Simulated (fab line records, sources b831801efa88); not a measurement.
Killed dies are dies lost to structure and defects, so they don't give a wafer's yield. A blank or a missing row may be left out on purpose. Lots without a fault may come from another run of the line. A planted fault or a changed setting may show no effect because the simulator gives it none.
A struck lot beside a sound one | flow sky130 | 31 steps out of a route of 708
Sound: wafers L134.2, L134.3, L134.6. Struck: wafer L140.6. (L140.1, L140.2 of the same lot were not struck and are left out.) The cause comes at the end.
At each step with rows: each side's tool, then ch and its chambers, then its first start. Under that, the readings that differ: sound wafers | struck wafers | difference of the means | sigmas: that difference in standard deviations of wafers without a fault.
alike: readings whose means differ by less than 2 such deviations, and words and numbers that are the same on both sides. not compared: withheld readings, readings that some wafer has no value for, bounds like >300 that may hide the same value, and numbers for which the record gives no deviation and whose values overlap.
The two part at a step that has a row with sigmas, a row that says differs or no value, or rows on one side only. Numbers that don't overlap but have no deviation are shown without sigmas and don't part them. A reading that every wafer of one side lacks parts them only if that side has two wafers or more.

SKY_LI_CONTACT_OVL_MEAS_13:
  sound on overlay-02, day 30 00:20; struck on overlay-01, day 32 05:05
  alike: LI_CONTACT_OVL
then, 1 step without rows for these wafers: SKY_LI_CONTACT_ETCH_14 (etches BARC in N2/H2, stops on SiO2, time 45.9 s, target depth 60 nm).
SKY_LI_CONTACT_ETCH_15: etches PSG in C4F8/O2/Ar, stops on Si, target depth 600 nm.
  sound on rie_diel-01 ch 0,2, day 30 00:26; struck on rie_diel-04 ch 1, day 32 05:10
  alike: oes_product_au
then, 4 steps without rows for these wafers: SKY_LI_CONTACT_STRIP_16 (strips in O2/N2); SKY_LI_CONTACT_CLEAN_17 (cleans in NMP, time 600 s); SKY_LI_CONTACT_PRE_CLEAN_18 (time 5.6 s); SKY_LI_CONTACT_SPUTTER_19 (material Ti, target thk 20 nm, time 106.37 s).
SKY_LI_CONTACT_SPUTTER_20: material TiN, target thk 20 nm, time 80 s.
  sound on pvd_sputter-03, day 30 00:56; struck on pvd_sputter-03, day 32 05:38
  alike: throttle_valve_pct
SKY_LI_CONTACT_CVD_21: deposits W, target thk 400 nm, time 120.56 s.
  sound on cvd_w-01 ch 0,1, day 30 00:59; struck on cvd_w-01 ch 0, day 32 05:41
  alike: heater_power_w
SKY_LI_CONTACT_RS_MEAS_22: measures by four-point-probe.
  sound on film_metro-04, day 30 01:08; struck on film_metro-02, day 32 05:49
  alike: LI_CONTACT_W_RS
SKY_LI_CONTACT_THK_MEAS_23: measures by xrf.
  sound on film_metro-04, day 30 01:15; struck on film_metro-02, day 32 05:56
  alike: LI_CONTACT_W_THK
SKY_LI_CONTACT_CMP_24: polishes, stops on PSG, t overpolish 20 s, target thk 0 nm.
  sound on cmp-01 ch 0,1,3, day 30 01:18; struck on cmp-01 ch 0, day 32 05:59
  alike: motor_current_A, overpolish_run_s, retaining_ring_pressure_frac, time_to_endpoint_s
SKY_LOCAL_INTERCONNECT_SPUTTER_00: material TiN, target thk 100 nm, time 83.3 s.
  sound on pvd_sputter-02, day 30 01:36; struck on pvd_sputter-04, day 32 06:17
  reading                                                | sound             | struck | difference | sigmas
  model.TiN_of_LOCAL_INTERCONNECT_SPUTTER_00.thk_nm (nm) | 98.66 100.4 98.49 | 97.67  | -1.51      |
  alike: throttle_valve_pct
SKY_LOCAL_INTERCONNECT_RS_MEAS_01: measures by four-point-probe.
  sound on film_metro-03, day 30 01:41; struck on film_metro-03, day 32 06:22
  alike: LOCAL_INTERCONNECT_TIN_RS
SKY_LOCAL_INTERCONNECT_THK_MEAS_02: measures by xrf.
  sound on film_metro-03, day 30 01:47; struck on film_metro-03, day 32 06:29
  reading                         | sound           | struck | difference | sigmas
  LOCAL_INTERCONNECT_TIN_THK (nm) | 98.5 100.4 98.0 | 96.6   | -2.4       | -2
then, 8 steps without rows for these wafers: SKY_LOCAL_INTERCONNECT_DEHYDRATE_03 (time 60 s); SKY_LOCAL_INTERCONNECT_HMDS_04 (prime time 60 s); SKY_LOCAL_INTERCONNECT_COAT_05 (resist thk 60 nm); SKY_LOCAL_INTERCONNECT_COAT_06 (resist thk 450 nm); SKY_LOCAL_INTERCONNECT_SOFTBAKE_07 (time 90 s); SKY_LOCAL_INTERCONNECT_EXPOSE_08 (exposes mask LI1M, target cd 170 nm); SKY_LOCAL_INTERCONNECT_PEB_09; SKY_LOCAL_INTERCONNECT_DEVELOP_10 (develop time 60 s).
SKY_LOCAL_INTERCONNECT_CD_MEAS_11: target cd 170 nm.
  sound on cd_sem-01, day 31 05:48; struck on cd_sem-01, day 33 09:59
  alike: cd_nm
SKY_LOCAL_INTERCONNECT_OVL_MEAS_12:
  sound on overlay-02, day 31 05:54; struck on overlay-01, day 33 10:06
  reading                     | sound  | struck | difference | sigmas
  LOCAL_INTERCONNECT_OVL (nm) | 9 3 -1 | -6     | -10        | -2
SKY_LOCAL_INTERCONNECT_ETCH_13: etches BARC in N2/H2, stops on SiO2, time 45.9 s, target depth 60 nm.
  sound on rie_metal-04 ch 0,1, day 31 05:56; struck on rie_metal-02 ch 0, day 33 10:08
  alike: drypump_motor_current_A, n2_flow_sccm, oes_product_au, throttle_valve_pct
  not compared: rf_hours_counter_h
SKY_LOCAL_INTERCONNECT_METAL_ETCH_14: etches TiN in Cl2/BCl3, stops on PSG, target depth 110 nm, time 31.4 s.
  sound on rie_metal-04 ch 0,1, day 31 05:59; struck on rie_metal-02 ch 0, day 33 10:12
  reading                                        | sound             | struck | difference | sigmas
  model.LOCAL_INTERCONNECT.feature_depth_nm (nm) | 98.66 100.4 98.49 | 97.67  | -1.51      |
  model.etch.depth_nm (nm)                       | 98.66 100.4 98.49 | 97.67  | -1.51      |
  alike: bcl3_flow_sccm, drypump_motor_current_A, oes_product_au, throttle_valve_pct
  not compared: rf_hours_counter_h
then, 1 step without rows for these wafers: SKY_LOCAL_INTERCONNECT_STRIP_15 (strips in O2/N2).
SKY_LOCAL_INTERCONNECT_STRIP_16: strips in post etch residue remover, time 1200 s.
  sound on wet_bench-04 ch 1, day 31 06:09; struck on wet_bench-04 ch 1, day 33 10:21
  reading                                                | sound             | struck | difference | sigmas
  model.TiN_of_LOCAL_INTERCONNECT_SPUTTER_00.thk_nm (nm) | 98.24 99.96 98.07 | 97.26  | -1.50      |
then, 1 step without rows for these wafers: SKY_LOCAL_INTERCONNECT_CLEAN_17 (cleans in IPA, time 180 s).
-- the record jumps here: 15 days lie between the struck wafers' starts before and after (it left off in module LOCAL_INTERCONNECT and takes up again in module PAD_OPEN, whose first step shown is number 708 of the route) --
SKY_PAD_OPEN_PROBE_99:
  sound on prober-01, day 46 17:57; struck on prober-01, day 48 06:31
  reading                      | sound             | struck | difference | sigmas
  killed_at_contacts           | 24 15 34          | 37     | +13        | +2
  killed_short                 | 41 40 52          | 29     | -15        | -2
  model.etest.res_li.rs_ohm_sq | 12.93 12.64 12.98 | 13.11  | +0.26      |
  alike: killed_at_M0_to_M3, killed_at_M4_up, killed_at_front_end, killed_at_other, killed_dies, killed_open
  not compared: model.etest.res_li.line_ohm_um

WHERE THEY PART
First at SKY_LOCAL_INTERCONNECT_THK_MEAS_02; last, within this record, at SKY_PAD_OPEN_PROBE_99.

WHY: what the simulator had put in
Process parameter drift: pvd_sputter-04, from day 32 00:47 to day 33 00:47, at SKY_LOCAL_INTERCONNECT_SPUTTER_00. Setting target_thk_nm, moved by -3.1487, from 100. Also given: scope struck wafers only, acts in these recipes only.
